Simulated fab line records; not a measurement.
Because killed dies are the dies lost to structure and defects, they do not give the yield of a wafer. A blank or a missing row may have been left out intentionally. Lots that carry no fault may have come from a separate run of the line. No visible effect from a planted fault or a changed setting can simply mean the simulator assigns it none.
Lot-split experiment / flow sky130 / route with 708 steps; 5 lots, 23 wafers read

## THE SPLIT
At SKY_GATE_OXIDE_IMPLANT_11, the setting dose-cm2 was moved away from the recipe's 2.6e+12 on 11 of the 23 wafers read, by -6.8% to +3.4%. For the rest of the wafers, this setting stayed at what the recipe calls for.

## FROM THE SPLIT TO THE READING: what the file shows between them, 2 steps
- SKY_GATE_OXIDE_WET_ETCH_12: etches SiO2 in dHF, target depth 16.8 nm, time 336 s
- SKY_GATE_OXIDE_STRIP_13: strips in O2/N2

## THE READING
GATE_OXIDE_TW, at SKY_GATE_OXIDE_TW_MEAS_14. Fault-free wafers of this fab line usually give 223.1, standard deviation 1.2.

wafer=L074.1; tool, chamber at the split=implanter-01, 0; dose-cm2 as run=2.6e+12; against the recipe=recipe; GATE_OXIDE_TW=223.6; against lot-mates on the recipe=-
wafer=L074.2; tool, chamber at the split=implanter-01, 0; dose-cm2 as run=2.6e+12; against the recipe=recipe; GATE_OXIDE_TW=224.5; against lot-mates on the recipe=-
wafer=L074.3; tool, chamber at the split=implanter-01, 0; dose-cm2 as run=2.662e+12; against the recipe=+2.4%; GATE_OXIDE_TW=224.1; against lot-mates on the recipe=+0.0
wafer=L074.5; tool, chamber at the split=implanter-01, 0; dose-cm2 as run=2.662e+12; against the recipe=+2.4%; GATE_OXIDE_TW=223.6; against lot-mates on the recipe=-0.5
wafer=L074.6; tool, chamber at the split=implanter-01, 0; dose-cm2 as run=2.6e+12; against the recipe=recipe; GATE_OXIDE_TW=224.1; against lot-mates on the recipe=-
wafer=L079.2; tool, chamber at the split=implanter-03, 0; dose-cm2 as run=2.6e+12; against the recipe=recipe; GATE_OXIDE_TW=222.4; against lot-mates on the recipe=-
wafer=L079.4; tool, chamber at the split=implanter-03, 0; dose-cm2 as run=2.6e+12; against the recipe=recipe; GATE_OXIDE_TW=222.9; against lot-mates on the recipe=-
wafer=L079.5; tool, chamber at the split=implanter-03, 0; dose-cm2 as run=2.6e+12; against the recipe=recipe; GATE_OXIDE_TW=224.0; against lot-mates on the recipe=-
wafer=L081.1; tool, chamber at the split=implanter-04, 0; dose-cm2 as run=2.689e+12; against the recipe=+3.4%; GATE_OXIDE_TW=224.2; against lot-mates on the recipe=+0.9
wafer=L081.2; tool, chamber at the split=implanter-04, 0; dose-cm2 as run=2.689e+12; against the recipe=+3.4%; GATE_OXIDE_TW=224.8; against lot-mates on the recipe=+1.5
wafer=L081.3; tool, chamber at the split=implanter-04, 0; dose-cm2 as run=2.6e+12; against the recipe=recipe; GATE_OXIDE_TW=223.0; against lot-mates on the recipe=-
wafer=L081.4; tool, chamber at the split=implanter-04, 0; dose-cm2 as run=2.6e+12; against the recipe=recipe; GATE_OXIDE_TW=223.6; against lot-mates on the recipe=-
wafer=L081.6; tool, chamber at the split=implanter-04, 0; dose-cm2 as run=2.689e+12; against the recipe=+3.4%; GATE_OXIDE_TW=225.8; against lot-mates on the recipe=+2.5
wafer=L082.1; tool, chamber at the split=implanter-01, 0; dose-cm2 as run=2.6e+12; against the recipe=recipe; GATE_OXIDE_TW=222.7; against lot-mates on the recipe=-
wafer=L082.2; tool, chamber at the split=implanter-01, 0; dose-cm2 as run=2.49e+12; against the recipe=-4.2%; GATE_OXIDE_TW=220.1; against lot-mates on the recipe=-2.5
wafer=L082.3; tool, chamber at the split=implanter-01, 0; dose-cm2 as run=2.49e+12; against the recipe=-4.2%; GATE_OXIDE_TW=220.5; against lot-mates on the recipe=-2.1
wafer=L082.4; tool, chamber at the split=implanter-01, 0; dose-cm2 as run=2.6e+12; against the recipe=recipe; GATE_OXIDE_TW=222.5; against lot-mates on the recipe=-
wafer=L082.6; tool, chamber at the split=implanter-01, 0; dose-cm2 as run=2.49e+12; against the recipe=-4.2%; GATE_OXIDE_TW=220.4; against lot-mates on the recipe=-2.2
wafer=L084.1; tool, chamber at the split=implanter-03, 0; dose-cm2 as run=2.6e+12; against the recipe=recipe; GATE_OXIDE_TW=222.6; against lot-mates on the recipe=-
wafer=L084.2; tool, chamber at the split=implanter-03, 0; dose-cm2 as run=2.423e+12; against the recipe=-6.8%; GATE_OXIDE_TW=218.7; against lot-mates on the recipe=-3.8
wafer=L084.3; tool, chamber at the split=implanter-03, 0; dose-cm2 as run=2.423e+12; against the recipe=-6.8%; GATE_OXIDE_TW=219.4; against lot-mates on the recipe=-3.0
wafer=L084.4; tool, chamber at the split=implanter-03, 0; dose-cm2 as run=2.6e+12; against the recipe=recipe; GATE_OXIDE_TW=222.3; against lot-mates on the recipe=-
wafer=L084.6; tool, chamber at the split=implanter-03, 0; dose-cm2 as run=2.423e+12; against the recipe=-6.8%; GATE_OXIDE_TW=217.6; against lot-mates on the recipe=-4.8

THE FIT
A straight line over all 23 wafers: GATE_OXIDE_TW changes by +0.618 for each +1% of dose-cm2; r = +0.94; the points scatter about the line by 0.72.
The same after taking each lot's own level away (the mean of its wafers on the recipe; 23 wafers): +0.501 for each +1%; r = +0.93; scatter 0.65.
According to that fit, moving dose-cm2 by its largest amount changes the reading by 3.4.
Across the lots, their own levels run from 222.45 to 224.07, a range of 1.3 times the standard deviation given above.
Thus the slope moves with the lot-to-lot level: the two fits are different.
Check: -3.6 against its lot-mates is what the line predicts for one of the wafers moved furthest among these (-6.8%) when that wafer is left out of the fit. Against them it came out at -3.75.

## THE OTHER SPLITS THESE WAFERS WENT THROUGH
Other splits were also applied to these wafers ahead of the reading. Each is held against what the fit with the lots' levels taken away leaves over:
other split on the same wafers=SKY_VT_ADJUST_LVTN_STRIP_20 o2-flow-sccm; wafers away from the commonest value=6; r with GATE_OXIDE_TW (lot level and that fit taken away)=-0.16
other split on the same wafers=SKY_VT_ADJUST_HVTR_COAT_02 resist-thk-nm; wafers away from the commonest value=9; r with GATE_OXIDE_TW (lot level and that fit taken away)=+0.01
other split on the same wafers=SKY_VT_ADJUST_HVTR_IMPLANT_09 dose-cm2; wafers away from the commonest value=8; r with GATE_OXIDE_TW (lot level and that fit taken away)=-0.25
other split on the same wafers=SKY_VT_ADJUST_PCH_STRIP_09 power-w; wafers away from the commonest value=7; r with GATE_OXIDE_TW (lot level and that fit taken away)=-0.02
other split on the same wafers=SKY_SONOS_TUNNEL_DEVELOP_06 develop-time-s; wafers away from the commonest value=9; r with GATE_OXIDE_TW (lot level and that fit taken away)=+0.09
other split on the same wafers=SKY_SONOS_ONO_CVD_02 time-s; wafers away from the commonest value=15; r with GATE_OXIDE_TW (lot level and that fit taken away)=-0.09
other split on the same wafers=SKY_GATE_OXIDE_OXIDATION_01 ox-time-s; wafers away from the commonest value=18; r with GATE_OXIDE_TW (lot level and that fit taken away)=+0.13

## FILE'S OWN FIT
GATE_OXIDE_TW changes by +0.504 for each +1% of dose-cm2, r = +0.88.
